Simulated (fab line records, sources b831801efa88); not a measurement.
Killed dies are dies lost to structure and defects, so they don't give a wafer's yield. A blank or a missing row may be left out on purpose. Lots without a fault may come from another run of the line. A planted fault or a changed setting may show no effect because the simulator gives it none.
Split-lot experiment | flow sfq_line | 5 lots, 13 wafers read, on a route of 325 steps

THE SPLIT
At SFQ_TRILAYER_M3_LITHO_COAT_080 (resist thk 62 nm), the setting resist_thk_nm was moved away from the recipe's 62 nm on 5 of the 13 wafers read, by -5.8% to +5.1%. The other wafers ran this setting at the recipe's value.

FROM THE SPLIT TO THE READING: what the file shows between them, 3 steps
- SFQ_TRILAYER_M3_LITHO_COAT_075: resist thk 600 nm
- SFQ_TRILAYER_M3_LITHO_SOFTBAKE_079
- SFQ_TRILAYER_M3_LITHO_DEVELOP_077: time 60 s

THE READING
etch.depth_nm (the simulator's own value, which no gauge read), in nm, at SFQ_TRILAYER_M3_BARC_OPEN_METAL_ETCH_100 (etches BARC in O2, target depth 125 nm, time 41.7 s). The file gives no usual value for it. The 8 wafers here that ran the recipe average 61.83 nm, standard deviation 0.14 nm.

wafer  | tool, chamber at the split | resist_thk_nm as run, nm | against the recipe | etch.depth_nm, nm | against lot-mates on the recipe
L074.2 | litho_track-04, 0          | 64.03                    | +3.3%              | 63.6              | +1.90
L074.3 | litho_track-04, 0          | 62                       | recipe             | 61.61             | -
L074.6 | litho_track-04, 0          | 62                       | recipe             | 61.8              | -
L078.1 | litho_track-01, 0          | 62                       | recipe             | 61.9              | -
L078.3 | litho_track-01, 0          | 60.37                    | -2.6%              | 60.2              | -1.70
L079.1 | litho_track-03, 0          | 62                       | recipe             | 61.77             | -
L079.2 | litho_track-03, 0          | 62                       | recipe             | 61.73             | -
L079.4 | litho_track-03, 0          | 62                       | recipe             | 61.87             | -
L082.3 | litho_track-04, 0          | 62                       | recipe             | 62.11             | -
L082.5 | litho_track-04, 0          | 65.15                    | +5.1%              | 65.41             | +3.30
L083.2 | litho_track-03, 0          | 58.42                    | -5.8%              | 58.41             | -3.45
L083.5 | litho_track-03, 0          | 62                       | recipe             | 61.86             | -
L083.6 | litho_track-03, 0          | 58.42                    | -5.8%              | 58.43             | -3.43

THE FIT
A straight line over all 13 wafers: etch.depth_nm changes by +0.616 nm for each +1% of resist_thk_nm; r = +0.99; the points scatter about the line by 0.2 nm.
The same after taking each lot's own level away (the mean of its wafers on the recipe; 13 wafers): +0.611 nm for each +1%; r = +1.00; scatter 0.095 nm.
On that fit, the largest move of resist_thk_nm shifts the reading by 3.5 nm.
The lots' own levels span 61.705 to 62.110 nm, that is 3.0 times the standard deviation above.
So the lot-to-lot level changes the slope little: the two slopes agree.
Check: with one of the wafers moved furthest among these (-5.8%) left out of the fit, the line predicts -3.54 nm for it against its lot-mates. It came out at -3.45 nm against them.

OTHER SPLITS ON THESE WAFERS
These wafers also went through other splits before the reading. Each is held against what the fit with the lots' levels taken away leaves over:
other split on the same wafers                    | wafers away from the commonest value | r with etch.depth_nm (lot level and that fit taken away)
SFQ_TRILAYER_I1_VIA_BARC_OPEN_VIA_ETCH_071 time_s | 3                                    | -0.13
SFQ_TRILAYER_M2_LITHO_COAT_057 resist_thk_nm      | 5                                    | +0.12
SFQ_TRILAYER_M2_ETCH_METAL_ETCH_060 bias_w        | 1                                    | -0.04
SFQ_TRILAYER_I2_CMP_CMP_064 leave_above_ref_nm    | 3                                    | +0.59
SFQ_TRILAYER_I2_VIA_LITHO_EXPOSE_068 dose_mj      | 2                                    | +0.42

THE WHOLE CHAIN: every reading that the file lists as answering this split, in the file's order
step                                     | what it does                                        | reading                                                                                    | change (the file's fit)               | r (the file's)
SFQ_TRILAYER_M3_LITHO_COAT_080           | resist thk 62 nm                                    | BARC_of_TRILAYER_M3_LITHO_COAT_080.thk_nm (the simulator's own value, which no gauge read) | +0.617 nm for each +1% of the setting | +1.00
SFQ_TRILAYER_M3_BARC_OPEN_METAL_ETCH_100 | etches BARC in O2, target depth 125 nm, time 41.7 s | etch.depth_nm (the simulator's own value, which no gauge read)                             | +0.612 nm for each +1% of the setting | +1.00

THE FILE'S OWN FIT
etch.depth_nm changes by +0.612 nm for each +1% of resist_thk_nm, r = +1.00.
